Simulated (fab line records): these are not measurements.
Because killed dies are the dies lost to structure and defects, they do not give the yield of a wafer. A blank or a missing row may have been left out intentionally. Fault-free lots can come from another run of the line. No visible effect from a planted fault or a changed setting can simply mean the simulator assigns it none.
The tool behind it: which one? / flow sky130 / 12 lots with 36 wafers sampled at 3 steps, on a route of 708 steps

WHAT EACH GAUGE READ, for each wafer
SKY_VIA3_OVL_MEAS_13. Usual: VIA3_OVL gives 2 nm (standard deviation 4.2).
lot=L219; measured=day 39 18:36; on=overlay-01; VIA3_OVL (nm)=9 3 7; flag=
lot=L220; measured=day 40 06:04; on=overlay-02; VIA3_OVL (nm)=-5 5 2; flag=
lot=L222; measured=day 40 20:10; on=overlay-02; VIA3_OVL (nm)=-1 -8 -7; flag=
lot=L223; measured=day 41 05:47; on=overlay-01; VIA3_OVL (nm)=6 8 2; flag=
lot=L224; measured=day 41 16:59; on=overlay-02; VIA3_OVL (nm)=-2 3 4; flag=
lot=L225; measured=day 41 17:13; on=overlay-01; VIA3_OVL (nm)=9 7 7; flag=
lot=L226; measured=day 41 18:56; on=overlay-01; VIA3_OVL (nm)=4 3 7; flag=
lot=L231; measured=day 43 12:56; on=overlay-01; VIA3_OVL (nm)=-2 -7 -5; flag=
lot=L232; measured=day 44 04:57; on=overlay-01; VIA3_OVL (nm)=-1 3 -1; flag=
lot=L239; measured=day 45 13:34; on=overlay-01; VIA3_OVL (nm)=1 1 3; flag=
lot=L240; measured=day 45 23:02; on=overlay-01; VIA3_OVL (nm)=3 4 3; flag=
lot=L242; measured=day 46 03:17; on=overlay-01; VIA3_OVL (nm)=-2 -5 1; flag=

SKY_VIA3_THK_MEAS_23: measures by xrf. Usual: VIA3_W_THK gives 387 nm (standard deviation 5.8).
lot=L219; measured=day 39 19:40; on=film-metro-03; VIA3_W_THK (nm)=389 379 379; flag=
lot=L220; measured=day 40 07:05; on=film-metro-01; VIA3_W_THK (nm)=386 385 383; flag=
lot=L222; measured=day 40 21:16; on=film-metro-01; VIA3_W_THK (nm)=394 387 384; flag=
lot=L223; measured=day 41 07:01; on=film-metro-04; VIA3_W_THK (nm)=383 390 383; flag=
lot=L224; measured=day 41 18:02; on=film-metro-04; VIA3_W_THK (nm)=385 393 395; flag=
lot=L225; measured=day 41 18:36; on=film-metro-04; VIA3_W_THK (nm)=387 384 399; flag=
lot=L226; measured=day 41 20:01; on=film-metro-03; VIA3_W_THK (nm)=379 372 382; flag=
lot=L231; measured=day 43 14:06; on=film-metro-03; VIA3_W_THK (nm)=390 379 385; flag=
lot=L232; measured=day 44 06:02; on=film-metro-01; VIA3_W_THK (nm)=390 390 386; flag=
lot=L239; measured=day 45 15:10; on=film-metro-03; VIA3_W_THK (nm)=395 392 395; flag=
lot=L240; measured=day 46 00:29; on=film-metro-01; VIA3_W_THK (nm)=379 392 394; flag=
lot=L242; measured=day 46 04:19; on=film-metro-04; VIA3_W_THK (nm)=386 398 386; flag=

TOOL THAT RAN EACH LOT (tool first, then ch and the chambers of the sampled wafers, then the start)
lot=L219; SKY_VIA3_ETCH_15=rie-diel-04 ch 0,2, day 39 18:41
lot=L220; SKY_VIA3_ETCH_15=rie-diel-04 ch 0,2,3, day 40 06:08
lot=L222; SKY_VIA3_ETCH_15=rie-diel-04 ch 0,2, day 40 20:14
lot=L223; SKY_VIA3_ETCH_15=rie-diel-02 ch 0,2,3, day 41 05:50
lot=L224; SKY_VIA3_ETCH_15=rie-diel-04 ch 0,2, day 41 17:04
lot=L225; SKY_VIA3_ETCH_15=rie-diel-01 ch 0,3, day 41 17:17
lot=L226; SKY_VIA3_ETCH_15=rie-diel-04 ch 1,2,3, day 41 19:01
lot=L231; SKY_VIA3_ETCH_15=rie-diel-04 ch 0,2, day 43 13:01
lot=L232; SKY_VIA3_ETCH_15=rie-diel-01 ch 0,2,3, day 44 05:02
lot=L239; SKY_VIA3_ETCH_15=rie-diel-02 ch 0,1, day 45 13:38
lot=L240; SKY_VIA3_ETCH_15=rie-diel-04 ch 1,3, day 45 23:07
lot=L242; SKY_VIA3_ETCH_15=rie-diel-02 ch 1,2, day 46 03:22
- SKY_VIA3_ETCH_15: etches SiO2 in C4F8/O2/Ar, stops on TiN, target depth 507 nm, time 78 s.

WHAT THE TOOLS THEMSELVES READ (means of the sampled wafers that have a number; where no wafer has one, the mark that the record gives instead)
SKY_VIA3_ETCH_15. Usual: bias-w 1200 W, standard deviation 3.5; oes-product-au 0.947 a.u., standard deviation 0.0049; rf-fwd-power-W 1492 W, standard deviation 4.7.
lot=L219; tool=rie-diel-04; bias-w (W)=1200; oes-product-au (a.u.)=0.952; rf-fwd-power-W (W)=1492; flag=
lot=L220; tool=rie-diel-04; bias-w (W)=1200; oes-product-au (a.u.)=0.944; rf-fwd-power-W (W)=1490; flag=
lot=L222; tool=rie-diel-04; bias-w (W)=1208; oes-product-au (a.u.)=0.949; rf-fwd-power-W (W)=1485; flag=
lot=L223; tool=rie-diel-02; bias-w (W)=1198; oes-product-au (a.u.)=0.948; rf-fwd-power-W (W)=1495; flag=
lot=L224; tool=rie-diel-04; bias-w (W)=1200; oes-product-au (a.u.)=0.946; rf-fwd-power-W (W)=1490; flag=
lot=L225; tool=rie-diel-01; bias-w (W)=1201; oes-product-au (a.u.)=0.945; rf-fwd-power-W (W)=1490; flag=
lot=L226; tool=rie-diel-04; bias-w (W)=1203; oes-product-au (a.u.)=0.943; rf-fwd-power-W (W)=1495; flag=
lot=L231; tool=rie-diel-04; bias-w (W)=1198; oes-product-au (a.u.)=0.948; rf-fwd-power-W (W)=1490; flag=
lot=L232; tool=rie-diel-01; bias-w (W)=1199; oes-product-au (a.u.)=0.945; rf-fwd-power-W (W)=1491; flag=
lot=L239; tool=rie-diel-02; bias-w (W)=1202; oes-product-au (a.u.)=0.948; rf-fwd-power-W (W)=1489; flag=
lot=L240; tool=rie-diel-04; bias-w (W)=1198; oes-product-au (a.u.)=0.947; rf-fwd-power-W (W)=1494; flag=
lot=L242; tool=rie-diel-02; bias-w (W)=1200; oes-product-au (a.u.)=0.946; rf-fwd-power-W (W)=1490; flag=

THE ANSWER, worked out from the rows above alone
Rule: lot off if the mean of its wafers having a number is beyond 3 standard deviations from the usual mean. A lot without any number at a reading at which 4 lots or more have one is off too. Any other lot the step has rows for is counted as sound. After the gauges, taken in route order, come the tools' own readings; for these a lot's mean is taken, as printed above. At the first step where some lot is off, the reading lying furthest off is the one used; lots without a number count as furthest.
Across all readings shown, no lot is off: no conclusion can be drawn from this.

WHAT THE SIMULATOR PUT IN
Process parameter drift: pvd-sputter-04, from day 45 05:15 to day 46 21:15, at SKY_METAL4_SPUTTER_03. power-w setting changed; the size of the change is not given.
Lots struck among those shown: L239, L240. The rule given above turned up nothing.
